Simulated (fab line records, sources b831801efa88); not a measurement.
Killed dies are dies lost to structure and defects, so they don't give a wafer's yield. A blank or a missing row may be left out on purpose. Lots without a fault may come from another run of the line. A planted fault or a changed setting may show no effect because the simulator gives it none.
fab line records | flow sky130
record lots=12 wafers=36 last_day=50
route steps=708 shown FIELD_ISO@28 DNWELL@44 VT_ADJUST_HVTP@94 SONOS_ONO@183
lots that met no fault: from a run of the same line without faults
start_h: hours from the record's first day to the start of the lot's first wafer shown | wait_h: hours since the lot's step before | " the same as in the row above | L1.1+2: a row that stands for several wafers | - no value, or no start given | * or withheld: withheld | < > ~ a bound
route shown NAME@n: a module of which the file shows steps, and the number in the route of the first | usual: mean/standard deviation of fault-free wafers | same: alike in all rows | chamber/n: place in a boat | sites: the reading at each site | _std_site: their standard deviation | _edge_site: outer sites' mean less inner sites' | radius_mm: how far each site lies from the wafer's centre | mask NAME#n: copy n | behind: the tool/chamber that last shaped the wafer | hold: why the lot was held/for how many hours/how that ended | device: the transistor (n, p or np) that didn't switch | end of line: the same wafers' tests at the end of the route | a step without rows: its recipe alone | killed: dies lost to structure and defects at the first sort, not the wafer's yield | map: a wafer's dies, x killed, . not, _ none there
set.NAME: the setting as run; set.NAME@STEP: as run at that earlier step | model.NAME: the simulator's own value behind a step, which no gauge read
steps of the route over a sample of lots; a table a step, a row a wafer
services: from which hour (start_h, from the record's first day; less than 0 if before it) a tool's chamber was out of use, for how many hours, and why
## steps
# step SKY_FIELD_ISO_CMP_27
# recipe stop_on=Si3N4 t_overpolish_s=16 down_force_psi=4 platen_rpm=60 target_thk_nm=457.8 pad_velocity_m_s=0.94248
# usual edge_zone_pressure_frac=0.999/0.0052 motor_current_A=12.0/1.3 overpolish_run_s=16.001/0.0094 time_to_endpoint_s=113/3.9
# columns lot.wafer tool chamber start_h wait_h edge_zone_pressure_frac motor_current_A overpolish_run_s time_to_endpoint_s
L282.4 cmp-01 2 43.43 0.1 1.002 13.2 15.994 115
L282.3 " 3 " " 0.997 14.0 16.016 113
L282.2 " 0 " " 0.998 12.5 16.007 118
L283.3 cmp-01 2 49.13 0.1 1.005 12.8 16.007 118
L283.1 " 1 " " 0.990 9.7 16.013 113
L283.5 " 2 " " 1.000 12.0 16.005 118
L284.4 cmp-02 1 54.66 0.0 1.008 13.2 16.002 113
L284.5 " 1 " " 1.008 12.7 15.997 111
L284.6 " 2 " " 1.004 11.1 15.999 113
L285.1 cmp-02 1 61.44 0.0 1.000 13.4 16.007 109
L285.4 " 2 " " 1.001 10.8 15.995 110
L285.5 " 1 " " 1.007 13.2 15.986 112
L286.3 cmp-02 2 65.55 0.2 1.005 11.3 15.990 114
L286.4 " 0 " " 1.008 14.0 16.002 111
L286.5 " 1 " " 1.004 12.5 15.998 116
L294.1 cmp-02 2 106.07 0.1 1.004 10.8 16.002 113
L294.2 " 0 " " 0.995 13.8 16.017 113
L294.5 " 2 " " 1.003 11.2 15.987 110
L295.1 cmp-02 2 111.33 0.0 0.997 10.6 16.004 108
L295.3 " 1 " " 0.998 12.3 16.006 107
L295.6 " 3 " " 0.998 11.1 16.007 107
L297.4 cmp-02 0 129.60 0.1 1.005 13.0 16.014 113
L297.1 " 1 " " 1.003 12.7 16.009 109
L297.2 " 2 " " 0.997 10.9 16.003 111
L299.4 cmp-02 2 132.40 0.0 0.995 11.1 15.982 116
L299.2 " 1 " " 0.996 12.4 16.000 112
L299.5 " 3 " " 0.997 11.6 15.998 111
L300.4 cmp-02 2 138.43 0.2 0.996 10.8 16.005 122
L300.6 " 1 " " 0.992 13.2 15.998 118
L300.5 " 2 " " 1.004 11.0 16.011 122
L301.1 cmp-02 0 143.64 0.0 0.990 13.3 16.001 111
L301.5 " 0 " " 0.986 13.9 16.001 113
L301.6 " 1 " " 0.991 11.8 15.992 114
L302.4 cmp-02 2 150.32 0.1 1.000 10.6 16.001 117
L302.1 " 3 " " 0.995 11.7 16.008 113
L302.2 " 0 " " 0.995 13.9 16.010 114
# step SKY_DNWELL_TW_MEAS_09
# usual DNWELL_TW=1112/9.6
# columns lot.wafer tool chamber start_h wait_h DNWELL_TW
L282.2 film_metro-04 - 62.38 0.1 1125
L282.3 " - " " 1125
L282.4 " - " " 1122
L283.1 film_metro-02 - 68.45 0.1 1110
L283.3 " - " " 1107
L283.5 " - " " 1112
L284.4 film_metro-02 - 74.65 0.1 1111
L284.5 " - " " 1112
L284.6 " - " " 1116
L285.1 film_metro-02 - 82.02 0.1 1109
L285.4 " - " " 1108
L285.5 " - " " 1106
L286.3 film_metro-04 - 84.67 0.1 1135
L286.4 " - " " 1123
L286.5 " - " " 1124
L294.1 film_metro-02 - 126.83 0.1 1106
L294.2 " - " " 1105
L294.5 " - " " 1106
L295.1 film_metro-04 - 132.62 0.1 1113
L295.3 " - " " 1106
L295.6 " - " " 1107
L297.1 film_metro-01 - 153.12 0.1 1107
L297.2 " - " " 1098
L297.4 " - " " 1099
L299.2 film_metro-04 - 156.31 0.1 1121
L299.4 " - " " 1117
L299.5 " - " " 1126
L300.4 film_metro-04 - 160.81 0.1 1116
L300.5 " - " " 1119
L300.6 " - " " 1120
L301.1 film_metro-01 - 166.48 0.1 1112
L301.5 " - " " 1111
L301.6 " - " " 1112
L302.1 film_metro-02 - 173.88 0.1 1107
L302.2 " - " " 1108
L302.4 " - " " 1102
# step SKY_VT_ADJUST_HVTP_IMPLANT_09
# recipe species=As energy_kev=150 dose_cm2=4.3e+12 tilt_deg=withheld
# usual beam_energy_keV=150.00/0.045
# columns lot.wafer tool chamber start_h wait_h beam_energy_keV
L282.2 implanter-01 0 133.93 0.0 149.98
L282.3 " 0 " " 149.96
L282.4 " 0 " " 149.95
L283.1 implanter-03 0 141.06 0.0 149.95
L283.3 " 0 " " 149.95
L283.5 " 0 " " 149.93
L284.4 implanter-01 0 147.83 0.1 150.00
L284.5 " 0 " " 150.02
L284.6 " 0 " " 150.03
L285.1 implanter-04 0 156.75 0.0 149.97
L285.4 " 0 " " 149.92
L285.5 " 0 " " 149.96
L286.3 implanter-01 0 158.48 0.1 150.01
L286.4 " 0 " " 150.05
L286.5 " 0 " " 150.03
L294.1 implanter-04 0 207.10 0.0 131.88
L294.2 " 0 " " 131.94
L294.5 " 0 " " 131.94
L295.1 implanter-04 0 214.70 0.0 131.94
L295.3 " 0 " " 131.94
L295.6 " 0 " " 131.97
L297.1 implanter-03 0 239.33 0.0 150.05
L297.2 " 0 " " 149.95
L297.4 " 0 " " 149.97
L299.2 implanter-03 0 242.40 0.0 150.01
L299.4 " 0 " " 150.05
L299.5 " 0 " " 150.03
L300.4 implanter-03 0 247.68 0.1 150.02
L300.5 " 0 " " 149.99
L300.6 " 0 " " 150.04
L301.1 implanter-03 0 256.06 0.0 150.02
L301.5 " 0 " " 149.94
L301.6 " 0 " " 149.98
L302.1 implanter-01 0 263.28 0.0 149.97
L302.2 " 0 " " 150.05
L302.4 " 0 " " 149.96
# step SKY_VT_ADJUST_HVTP_TW_MEAS_11
# usual VT_ADJUST_HVTP_TW=1351/8.6
# columns lot.wafer tool chamber start_h wait_h VT_ADJUST_HVTP_TW
L282.2 film_metro-01 - 134.16 0.1 1345
L282.3 " - " " 1348
L282.4 " - " " 1338
L283.1 film_metro-02 - 141.31 0.1 1344
L283.3 " - " " 1343
L283.5 " - " " 1348
L284.4 film_metro-03 - 148.04 0.1 1355
L284.5 " - " " 1349
L284.6 " - " " 1348
L285.1 film_metro-01 - 157.00 0.1 1344
L285.4 " - " " 1339
L285.5 " - " " 1338
L286.3 film_metro-03 - 158.70 0.1 1350
L286.4 " - " " 1346
L286.5 " - " " 1344
L294.1 film_metro-02 - 207.35 0.1 1308
L294.2 " - " " 1306
L294.5 " - " " 1313
L295.1 film_metro-02 - 214.95 0.1 1306
L295.3 " - " " 1305
L295.6 " - " " 1308
L297.1 film_metro-02 - 239.68 0.2 1354
L297.2 " - " " 1365
L297.4 " - " " 1368
L299.2 film_metro-03 - 242.64 0.1 1365
L299.4 " - " " 1359
L299.5 " - " " 1363
L300.4 film_metro-03 - 247.88 0.1 1361
L300.5 " - " " 1359
L300.6 " - " " 1359
L301.1 film_metro-03 - 256.31 0.1 1367
L301.5 " - " " 1352
L301.6 " - " " 1360
L302.1 film_metro-03 - 263.53 0.1 1353
L302.2 " - " " 1365
L302.4 " - " " 1360
# step SKY_SONOS_ONO_ETCH_15
# recipe target_depth_nm=19.52 chemistry=CHF3/O2 source_w=600 bias_w=200 pressure_mtorr=40 chf3_flow_sccm=50 O2_flow_sccm=5 time_s=7.8
# usual drypump_motor_current_A=5.7/0.37 oes_product_au=0.997/0.0068 throttle_valve_pct=8.825/0.0087
# columns lot.wafer tool chamber start_h wait_h drypump_motor_current_A oes_product_au rf_hours_counter_h throttle_valve_pct
L282.2 rie_diel-02 2 292.44 0.0 4.9 1.009 89 8.830
L282.3 " 1 " " 6.4 1.006 0 8.822
L282.4 " 0 " " 5.5 1.008 124 8.846
L283.1 rie_diel-03 2 303.04 0.0 5.7 0.993 5 8.836
L283.3 " 0 " " 5.8 1.002 1 8.834
L283.5 " 2 " " 5.8 1.002 - 8.827
L284.4 rie_diel-03 3 317.49 0.0 5.7 1.001 0 8.826
L284.5 " 0 " " 5.8 1.004 - 8.822
L284.6 " 3 " " 5.7 0.993 - 8.820
L286.3 rie_diel-01 2 328.89 0.0 5.9 1.000 0 8.817
L286.4 " 1 " " 5.4 0.998 - 8.831
L286.5 " 3 " " 5.8 1.007 - 8.823
L285.1 rie_diel-03 0 329.41 0.0 5.7 1.001 1 8.812
L285.4 " 3 " " 5.7 0.998 1 8.828
L285.5 " 0 " " 5.8 1.008 - 8.817
L294.1 rie_diel-02 1 388.18 0.0 6.4 1.001 2 8.834
L294.2 " 0 " " 5.5 0.998 1 8.827
L294.5 " 0 " " 5.5 0.998 - 8.830
L295.1 rie_diel-01 0 400.71 0.0 5.6 0.988 52 8.829
L295.3 " 3 " " 5.8 0.983 59 8.838
L295.6 " 1 " " 5.4 0.996 - 8.828
L297.1 rie_diel-02 0 429.80 0.0 5.5 0.997 2 8.820
L297.2 " 1 " " 6.4 0.995 3 8.817
L297.4 " 2 " " 4.9 0.993 92 8.819
L299.2 rie_diel-03 3 434.01 0.0 5.7 0.992 3 8.827
L299.4 " 1 " " 6.2 0.998 40 8.818
L299.5 " 3 " " 5.7 0.994 - 8.828
L300.4 rie_diel-01 1 442.45 0.0 5.4 0.998 6 8.834
L300.5 " 2 " " 6.0 1.008 - 8.827
L300.6 " 1 " " 5.4 1.000 - 8.830
L301.1 rie_diel-01 2 450.26 0.0 6.0 1.009 2 8.823
L301.5 " 1 " " 5.4 0.979 - 8.818
L301.6 " 0 " " 5.6 0.992 - 8.827
L302.1 rie_diel-01 3 459.30 0.0 5.8 0.995 60 8.817
L302.2 " 1 " " 5.4 0.992 6 8.829
L302.4 " 2 " " 5.9 1.005 2 8.817
## services
# columns tool chamber start_h hours kind
cmp-02 - 23.69 2.5 repair
rie_diel-01 - 32.62 0.5 repair
cmp-02 - 48.19 6.4 repair
rie_diel-01 0 70.37 11.6 repair
rie_diel-01 - 129.35 1.0 repair
implanter-03 - 150.42 1.3 repair
implanter-03 - 186.27 0.7 repair
rie_diel-01 3 228.12 6.5 repair
cmp-02 - 229.08 1.4 repair
cmp-02 - 232.02 4.0 pm
rie_diel-01 1 245.06 47.6 repair
cmp-02 - 266.84 3.7 pm
cmp-02 - 274.06 2.2 repair
rie_diel-01 0 325.25 7.4 repair
rie_diel-01 - 334.34 15.6 pm
cmp-02 - 363.42 1.1 repair
cmp-02 - 370.08 23.2 repair
implanter-03 - 377.44 2.7 repair
implanter-03 - 385.76 3.1 pm
cmp-02 - 387.91 1.1 repair
cmp-02 - 391.21 0.7 repair
rie_diel-01 - 408.77 2.8 pm
implanter-03 - 414.47 1.8 repair
cmp-02 - 423.65 2.1 repair
## key
first_sign step=SKY_VT_ADJUST_HVTP_IMPLANT_09 reading=beam_energy_keV direction=down sigmas=99+ usual=* struck=*
effect step=SKY_VT_ADJUST_HVTP_TW_MEAS_11 reading=VT_ADJUST_HVTP_TW direction=down sigmas=5.1 usual=1351 struck=1307
met_at SKY_VT_ADJUST_HVTP_IMPLANT_09
struck_lots L294,L295
tester_left_out L294,L295
not_acting_at SKY_FIELD_ISO_CMP_27,SKY_DNWELL_TW_MEAS_09,SKY_SONOS_ONO_ETCH_15
onset_between 156.75 207.10
fault kind=process_parameter_drift tool=implanter-04 chamber=- onset_h=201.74 steps=SKY_VT_ADJUST_HVTP_IMPLANT_09 channel=energy_kev offset=* shape=step end_h=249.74 acts_in=* stated=*
# tester_left_out: of these lots the tester's yield and bins aren't shown, on N5 and GAA mostly nor the transistor test; their killed dies are dies lost to structure and defects alone, not to doping, threshold or leakage, so they don't give the yield
